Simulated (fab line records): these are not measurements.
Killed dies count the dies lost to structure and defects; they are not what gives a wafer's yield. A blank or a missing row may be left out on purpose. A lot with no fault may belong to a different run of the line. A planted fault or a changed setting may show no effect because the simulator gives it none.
A struck lot beside a sound one | flow sky130 | 18 steps out of a route of 708
Sound: wafers L146.1, L146.4, L146.5. Struck: wafers L136.2, L136.4, L136.6. The cause comes at the end.
At each step with rows: each side's tool, then ch and its chambers, then its first start. Under that, the readings that differ: sound wafers | struck wafers | difference of the means | sigmas: that difference in standard deviations of wafers without a fault.
alike: same words and numbers on both sides, and readings whose means sit less than 2 such deviations apart. not compared: any withheld reading, any reading some wafer has no value for, any bound like >300 that may hide the same value, and any number with overlapping values for which the record gives no deviation.
Wherever a step has rows on one side only, a row that says differs or no value, or a row with sigmas, the two part there. Numbers that have no deviation but don't overlap get no sigmas and don't part them. A reading that every wafer of one side lacks parts them only if that side has two wafers or more.

first, 3 steps without rows for these wafers: SKY_SONOS_ONO_WET_ETCH_18 (etches Si3N4 in H3PO4, target depth 15 nm, time 172 s); SKY_GATE_OXIDE_CLEAN_00 (cleans in SC1/SC2, time 150 s); SKY_GATE_OXIDE_OXIDATION_01 (stabilise 600 s, purge 300 s, target thk 10.268 nm).
SKY_GATE_OXIDE_THK_MEAS_02:
  struck on filmMetro-03, day 14 08:04; sound on filmMetro-02, day 18 03:33
  alike: GATE_OXIDE_OXIDATION_00_THK
then, 7 steps without rows for these wafers: SKY_GATE_OXIDE_DEHYDRATE_03 (time 60 s); SKY_GATE_OXIDE_HMDS_04 (prime time 60 s); SKY_GATE_OXIDE_COAT_05 (resist thk 1140 nm); SKY_GATE_OXIDE_SOFTBAKE_06 (time 60 s); SKY_GATE_OXIDE_EXPOSE_07 (exposes mask LVOM, target cd 600 nm); SKY_GATE_OXIDE_PEB_08; SKY_GATE_OXIDE_DEVELOP_09 (develop time 60 s).
SKY_GATE_OXIDE_OVL_MEAS_10:
  struck on overlay-01, day 15 10:47; sound on overlay-02, day 19 09:38
  alike: GATE_OXIDE_OVL
SKY_GATE_OXIDE_IMPLANT_11:
  sound on implanter-02 ch 0, day 19 09:40; struck on implanter-02 ch 0, day 15 11:10
then, 1 step without rows for these wafers: SKY_GATE_OXIDE_WET_ETCH_12 (etches SiO2 in dHF, target depth 16.8 nm, time 336 s).
SKY_GATE_OXIDE_STRIP_13: strips in O2/N2.
  sound on plasmaAsher-02 ch 0,1, day 19 09:56; struck on plasmaAsher-03 ch 0,1, day 15 11:32
  alike: drypumpMotorCurrentA, oesProductAu, stripTimeToEndpointS
  not compared: rfHoursCounterH
SKY_GATE_OXIDE_TW_MEAS_14:
  struck on filmMetro-04, day 15 11:58; sound on filmMetro-04, day 19 10:02
reading       | sound             | struck            | difference | sigmas
GATE_OXIDE_TW | 226.3 226.4 227.2 | 276.5 277.0 277.8 | +50.5      | +28
then, 1 step without rows for these wafers: SKY_GATE_OXIDE_CLEAN_15 (cleans in SC1/SC2, time 150 s).
SKY_PAD_OPEN_PROBE_99:
  the record has rows for the sound wafers here (prober-01, day 49 07:01) and none for the struck ones

WHERE THEY PART
Earliest at SKY_GATE_OXIDE_TW_MEAS_14; latest, in this record, at SKY_PAD_OPEN_PROBE_99.

WHY: the cause the simulator had injected
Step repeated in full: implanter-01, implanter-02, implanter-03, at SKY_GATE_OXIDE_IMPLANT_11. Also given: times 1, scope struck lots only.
